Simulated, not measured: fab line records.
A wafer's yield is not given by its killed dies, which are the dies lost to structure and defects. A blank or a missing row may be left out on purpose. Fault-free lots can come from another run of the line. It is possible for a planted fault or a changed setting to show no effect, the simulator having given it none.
fab line records    flow gf180mcu
record lots=5  wafers=15  last-day=34
route steps=602 shown HV_LDD@234 NSD@235 PSD@248
lots with no fault: from the same line, run without faults
start-h: hours from the record's opening day to when the first of the lot's shown wafers began    wait-h: how many hours have passed since the lot's step before this one    " identical to the entry in the row above    L1.1+2: a row that stands for several wafers    - either no value or no given start    * or withheld: withheld    < > ~ a bound
route shown NAME@n: NAME is a module with steps in the file, n the number in the route of the first one    usual: mean/standard deviation taken from wafers without a fault    same: alike in all rows    chamber/n: place in a boat    sites: per-site readings    _std_site: the standard deviation of these    _edge_site: the outer-site mean with the inner-site mean subtracted    radius-mm: how far each site lies from the wafer's centre    mask NAME#n: copy n    behind: the most recent tool/chamber to have shaped the wafer    hold: reason for holding the lot/hours on hold/outcome of the hold    device: whichever transistor did not switch (one of n, p or np)    end of line: at the end of the route, the tests of the same wafers    where a step has no rows: the recipe by itself    killed: dies lost to structure and defects at the first sort, not the wafer's yield    map: dies across one wafer; x = killed, . = not, _ = none there
set.NAME: the run value of the setting; set.NAME@STEP: its run value at that earlier step    model.NAME: the simulator's own value behind a step, which no gauge read
lots at selected steps of the route; one table per step, one row per wafer
services: when a tool's chamber went out of use (start-h, in hours from the record's first day, below 0 if earlier), for how many hours, and the reason
## steps
# step GF_HV_LDD_ETCHBACK_58
# recipe chemistry=CH3F/O2  target=Si3N4  stop-on=SiO2  source-w=400  bias-w=80  pressure-mtorr=25  ch3f-flow-sccm=40  O2_flow_sccm=30  time-s=100  target-depth-a=900
# usual drypump-motor-current-A=5.6/0.52  oes-product-au=0.843/0.0071  rf-fwd-power-W=397.6/1.2  throttle-valve-pct=10.561/0.0088
lot.wafer  tool         chamber  start-h  wait-h  drypump-motor-current-A  oes-product-au  rf-fwd-power-W  rf-hours-counter-h  throttle-valve-pct
L835.1     rie-diel-04  3        271.47   0.1     5.3                      0.838           396.5           47                  10.571
L835.2     "            0        "        "       5.6                      0.850           396.3           1                   10.541
L835.4     "            2        "        "       4.9                      0.836           397.0           5                   10.566
L838.3     rie-diel-04  0        298.01   0.0     5.6                      0.840           396.4           1                   10.567
L838.4     "            1        "        "       5.6                      0.841           397.9           72                  10.566
L838.6     "            3        "        "       5.3                      0.832           399.7           -                   10.572
L850.3     rie-diel-02  1        393.39   0.0     5.3                      0.833           398.7           95                  10.562
L850.4     "            0        "        "       6.2                      0.838           395.8           -                   10.573
L850.5     "            1        "        "       5.3                      0.842           397.3           -                   10.560
L853.3     rie-diel-02  1        432.12   0.0     5.3                      0.849           396.8           96                  10.559
L853.5     "            2        "        "       5.9                      0.840           397.6           -                   10.566
L853.6     "            1        "        "       5.3                      0.839           396.8           -                   10.560
L857.3     rie-diel-01  2        459.35   0.0     6.5                      0.838           399.2           6                   10.560
L857.4     "            3        "        "       6.4                      0.847           397.9           8                   10.555
L857.5     "            1        "        "       4.8                      0.839           399.6           -                   10.558
# step GF_NSD_DEHYDRATE_00
# recipe temp-c=200  time-s=60
# step GF_NSD_HMDS_01
# recipe prime-time-s=60  prime-temp-c=120
# step GF_NSD_COAT_02
# recipe resist=NOVOLAK  spin-rpm=3000  resist-thk-nm=1000
# step GF_NSD_SOFTBAKE_03
# recipe temp-c=90  time-s=60  resist=NOVOLAK
# step GF_NSD_EXPOSE_04
# recipe mask-id=Nplus  target-cd-nm=400  na=0.6  source-shape=conventional  sigma-outer=0.6  dose-mj=140
# step GF_NSD_PEB_05
# recipe temp-c=withheld  time-s=*  resist=NOVOLAK
# step GF_NSD_DEVELOP_06
# recipe develop-time-s=60  dev-temp-c=23
# step GF_NSD_CD_MEAS_07
# recipe target-cd-nm=400
# usual cd-nm=399.7/2.6
lot.wafer  tool       chamber  start-h  wait-h  cd-nm
L835.1     cd-sem-01  -        291.45   0.1     399.3
L835.2     "          -        "        "       400.5
L835.4     "          -        "        "       400.3
L838.3     cd-sem-01  -        318.38   0.1     400.2
L838.4     "          -        "        "       399.9
L838.6     "          -        "        "       400.0
L850.3     cd-sem-01  -        416.75   0.2     401.5
L850.4     "          -        "        "       401.5
L850.5     "          -        "        "       402.2
L853.3     cd-sem-02  -        455.94   0.1     397.4
L853.5     "          -        "        "       397.6
L853.6     "          -        "        "       395.6
L857.3     cd-sem-02  -        482.85   0.1     399.9
L857.4     "          -        "        "       400.6
L857.5     "          -        "        "       401.6
# step GF_NSD_OVL_MEAS_08
# usual NSD_OVL=0.2/1.5
lot.wafer  tool        chamber  start-h  wait-h  NSD_OVL[nm]
L835.1     overlay-01  -        291.57   0.1     0.5
L835.2     "           -        "        "       1.9
L835.4     "           -        "        "       1.9
L838.3     overlay-01  -        318.47   0.1     0.3
L838.4     "           -        "        "       -0.6
L838.6     "           -        "        "       0.7
L850.3     overlay-02  -        416.84   0.1     0.5
L850.4     "           -        "        "       1.3
L850.5     "           -        "        "       0.9
L853.3     overlay-01  -        456.03   0.1     -1.8
L853.5     "           -        "        "       -1.0
L853.6     "           -        "        "       -2.1
L857.3     overlay-02  -        482.94   0.1     0.7
L857.4     "           -        "        "       0.9
L857.5     "           -        "        "       1.9
# step GF_NSD_IMPLANT_09
# recipe species=As  energy-kev=60  dose-cm2=4e+15  tilt-deg=7
# step GF_NSD_IMPLANT_10
# recipe species=P  energy-kev=40  dose-cm2=5e+14  tilt-deg=7
# step GF_NSD_STRIP_11
# recipe chemistry=O2/N2  power-w=1400  pressure-mtorr=1500  platen-temp-c=250  o2-flow-sccm=3000  n2-flow-sccm=300  overash-fraction=0.5
# usual drypump-motor-current-A=5.9/0.51  heater-power-w=333/34  oes-product-au=0.487/0.0045  platen-temp-c=250.01/0.18  strip-time-to-endpoint-s=22.950/0.028
lot.wafer  tool             chamber  start-h  wait-h  drypump-motor-current-A  heater-power-w  oes-product-au  platen-temp-c  rf-hours-counter-h  strip-time-to-endpoint-s  model.NOVOLAK_of_NSD_COAT_02.thk-nm
L835.1     plasma-asher-01  1        291.91   0.1     6.1                      333             0.482           249.94         66                  22.959                    0
L835.2     "                0        "        "       6.4                      295             0.492           249.94         66                  22.997                    0
L835.4     "                1        "        "       6.1                      331             0.492           249.71         -                   22.953                    0
L838.3     plasma-asher-01  1        318.83   0.1     6.1                      332             0.577           250.13         -                   -                         152.8
L838.4     "                0        "        "       6.4                      286             0.572           250.45         -                   -                         152.8
L838.6     "                0        "        "       6.4                      294             0.582           250.18         -                   -                         153.9
L850.3     plasma-asher-01  1        417.20   0.1     6.1                      330             0.488           250.25         -                   22.955                    0
L850.4     "                0        "        "       6.4                      295             0.489           250.06         -                   22.905                    0
L850.5     "                1        "        "       6.1                      322             0.486           250.32         -                   22.967                    0
L853.3     plasma-asher-04  0        456.39   0.1     5.8                      353             0.486           250.03         -                   22.991                    0
L853.5     "                0        "        "       5.8                      351             0.485           250.47         -                   22.948                    0
L853.6     "                1        "        "       5.1                      326             0.491           249.93         -                   22.992                    0
L857.3     plasma-asher-01  0        483.30   0.1     6.4                      293             0.494           250.23         -                   22.950                    0
L857.4     "                1        "        "       6.1                      327             0.484           249.81         -                   22.913                    0
L857.5     "                1        "        "       6.1                      332             0.494           250.08         -                   22.935                    0
# step GF_NSD_TW_MEAS_12
# usual NSD_TW=4220/19
lot.wafer  tool           chamber  start-h  wait-h  NSD_TW
L835.1     film-metro-02  -        292.01   0.1     4256
L835.2     "              -        "        "       4246
L835.4     "              -        "        "       4236
L838.3     film-metro-04  -        318.92   0.1     4247
L838.4     "              -        "        "       4239
L838.6     "              -        "        "       4218
L850.3     film-metro-01  -        417.29   0.1     4186
L850.4     "              -        "        "       4225
L850.5     "              -        "        "       4224
L853.3     film-metro-02  -        456.48   0.1     4229
L853.5     "              -        "        "       4220
L853.6     "              -        "        "       4237
L857.3     film-metro-02  -        483.38   0.1     4224
L857.4     "              -        "        "       4235
L857.5     "              -        "        "       4251
# step GF_PSD_DEHYDRATE_00
# recipe temp-c=200  time-s=60
# step GF_PSD_HMDS_01
# recipe prime-time-s=60  prime-temp-c=120
# step GF_PSD_COAT_02
# recipe resist=NOVOLAK  spin-rpm=3000  resist-thk-nm=1000
# step GF_PSD_SOFTBAKE_03
# recipe temp-c=90  time-s=60  resist=NOVOLAK
# step GF_PSD_EXPOSE_04
# recipe mask-id=Pplus  target-cd-nm=400  na=0.6  source-shape=conventional  sigma-outer=0.6  dose-mj=140
# step GF_PSD_PEB_05
# recipe temp-c=withheld  time-s=*  resist=NOVOLAK
# step GF_PSD_DEVELOP_06
# recipe develop-time-s=60  dev-temp-c=23
# step GF_PSD_CD_MEAS_07
# recipe target-cd-nm=400
# usual cd-nm=400.3/3
lot.wafer  tool       chamber  start-h  wait-h  cd-nm
L835.1     cd-sem-01  -        312.36   0.1     399.9
L835.2     "          -        "        "       397.5
L835.4     "          -        "        "       398.6
L838.3     cd-sem-02  -        340.00   0.1     396.5
L838.4     "          -        "        "       398.1
L838.6     "          -        "        "       398.3
L850.3     cd-sem-01  -        440.75   0.1     406.0
L850.4     "          -        "        "       403.8
L850.5     "          -        "        "       404.9
L853.3     cd-sem-01  -        479.89   0.1     404.1
L853.5     "          -        "        "       404.0
L853.6     "          -        "        "       403.8
L857.3     cd-sem-01  -        506.49   0.1     398.3
L857.4     "          -        "        "       398.5
L857.5     "          -        "        "       397.0
# step GF_PSD_OVL_MEAS_08
# usual PSD_OVL=-0.3/1.3
lot.wafer  tool        chamber  start-h  wait-h  PSD_OVL[nm]
L835.1     overlay-02  -        312.48   0.1     0.2
L835.2     "           -        "        "       0.4
L835.4     "           -        "        "       -1.9
L838.3     overlay-02  -        340.09   0.1     0.0
L838.4     "           -        "        "       -0.2
L838.6     "           -        "        "       1.9
L850.3     overlay-02  -        440.84   0.1     -2.4
L850.4     "           -        "        "       -3.9
L850.5     "           -        "        "       -3.7
L853.3     overlay-01  -        479.98   0.1     0.8
L853.5     "           -        "        "       -1.0
L853.6     "           -        "        "       -0.4
L857.3     overlay-02  -        506.59   0.1     -0.8
L857.4     "           -        "        "       -0.6
L857.5     "           -        "        "       -0.8
# step GF_PSD_IMPLANT_09
# recipe species=BF2  energy-kev=40  dose-cm2=1.5e+15  tilt-deg=7
# step GF_PSD_STRIP_10
# recipe chemistry=O2/N2  power-w=1400  pressure-mtorr=1500  platen-temp-c=250  o2-flow-sccm=3000  n2-flow-sccm=300  overash-fraction=0.5
# usual drypump-motor-current-A=5.8/0.5  heater-power-w=345/28  oes-product-au=0.592/0.0043  platen-temp-c=249.99/0.16  strip-time-to-endpoint-s=16.54/0.034
lot.wafer  tool             chamber  start-h  wait-h  drypump-motor-current-A  heater-power-w  oes-product-au  platen-temp-c  rf-hours-counter-h  strip-time-to-endpoint-s
L835.1     plasma-asher-03  0        312.66   0.1     6.4                      342             0.589           249.73         64                  16.57
L835.2     "                1        "        "       5.7                      363             0.589           250.13         64                  16.55
L835.4     "                0        "        "       6.3                      344             0.587           250.27         -                   16.56
L838.3     plasma-asher-02  1        340.30   0.1     5.5                      302             0.606           249.83         -                   18.89
L838.4     "                0        "        "       6.5                      388             0.609           250.05         -                   18.88
L838.6     "                1        "        "       5.5                      294             0.615           250.02         -                   18.89
L850.3     plasma-asher-03  1        441.05   0.1     5.6                      357             0.597           249.83         -                   16.52
L850.4     "                0        "        "       6.3                      348             0.588           249.94         -                   16.56
L850.5     "                1        "        "       5.6                      357             0.591           250.17         -                   16.55
L853.3     plasma-asher-02  1        480.19   0.1     5.5                      292             0.594           249.90         -                   16.58
L853.5     "                0        "        "       6.5                      387             0.591           249.91         -                   16.58
L853.6     "                1        "        "       5.5                      300             0.589           250.05         -                   16.54
L857.3     plasma-asher-03  0        506.79   0.1     6.3                      343             0.592           250.00         -                   16.51
L857.4     "                1        "        "       5.6                      359             0.592           249.78         -                   16.52
L857.5     "                1        "        "       5.6                      366             0.589           249.81         -                   16.49
# step GF_PSD_TW_MEAS_11
# usual PSD_TW=3159/13
lot.wafer  tool           chamber  start-h  wait-h  PSD_TW
L835.1     film-metro-04  -        312.76   0.1     3166
L835.2     "              -        "        "       3168
L835.4     "              -        "        "       3161
L838.3     film-metro-04  -        340.38   0.1     30
L838.4     "              -        "        "       30
L838.6     "              -        "        "       30
L850.3     film-metro-04  -        441.14   0.1     3148
L850.4     "              -        "        "       3157
L850.5     "              -        "        "       3156
L853.3     film-metro-02  -        480.28   0.1     3179
L853.5     "              -        "        "       3180
L853.6     "              -        "        "       3165
L857.3     film-metro-04  -        506.91   0.1     3152
L857.4     "              -        "        "       3155
L857.5     "              -        "        "       3174
# step GF_PSD_CLEAN_12
# recipe chemistry=SC1/SC2  mix=1:4:20  temp-c=70  time-s=150  dry=n2-spin
## services
tool             chamber  start-h  hours  kind
rie-diel-04      2        275.96   6.7    repair
rie-diel-01      2        282.74   12.1   repair
rie-diel-01      0        284.46   10.9   repair
plasma-asher-01  -        288.54   0.9    repair
rie-diel-04      0        289.29   3.8    repair
plasma-asher-02  -        297.51   0.6    repair
rie-diel-01      3        297.57   5.7    repair
plasma-asher-04  -        308.55   14.6   pm
plasma-asher-02  -        315.76   1.6    repair
plasma-asher-02  -        325.43   2.8    pm
rie-diel-02      3        326.36   18.8   repair
rie-diel-02      3        351.18   17.2   repair
rie-diel-01      1        360.64   4.5    repair
rie-diel-02      1        372.18   4.8    repair
plasma-asher-03  -        397.30   0.8    repair
plasma-asher-01  -        421.25   9.0    pm
plasma-asher-01  0        421.25   9.0    vent-cycle
plasma-asher-01  1        421.25   9.0    vent-cycle
plasma-asher-01  0        430.25   -      clean
plasma-asher-01  1        430.25   -      clean
plasma-asher-04  -        457.45   0.4    repair
rie-diel-04      0        469.11   2.1    repair
rie-diel-04      -        491.78   2.8    pm
rie-diel-01      0        496.06   11.2   repair
## key
first-sign step=GF_NSD_STRIP_11  reading=oes-product-au  direction=up  sigmas=20  usual=0.487  struck=0.577
effect step=GF_PSD_STRIP_10  reading=strip-time-to-endpoint-s  direction=up  sigmas=70  usual=*  struck=*
effect step=GF_PSD_TW_MEAS_11  reading=PSD_TW  direction=down  sigmas=99+  usual=3159  struck=30
model-effect step=GF_NSD_STRIP_11  value=NOVOLAK_of_NSD_COAT_02.thk-nm  without=0  struck=153.2
met-at GF_NSD_STRIP_11
struck-wafers L838.3,L838.4,L838.6
sort-left-out L838.3,L838.4,L838.6
tester-left-out L838
onset-between 291.91 318.83
fault kind=strip-aborted  tool=plasma-asher-01  chamber=-  onset-h=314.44  steps=GF_NSD_STRIP_11  offset=0.39976  end-h=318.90
# tester-left-out: of these lots the tester's yield and bins aren't shown, on N5 and GAA mostly nor the transistor test; their killed dies are dies lost to structure and defects alone, not to doping, threshold or leakage, so they don't give the yield
# sort-left-out: the simulated sort isn't trusted on such a fault, so these wafers' sort isn't shown, and their yield isn't known
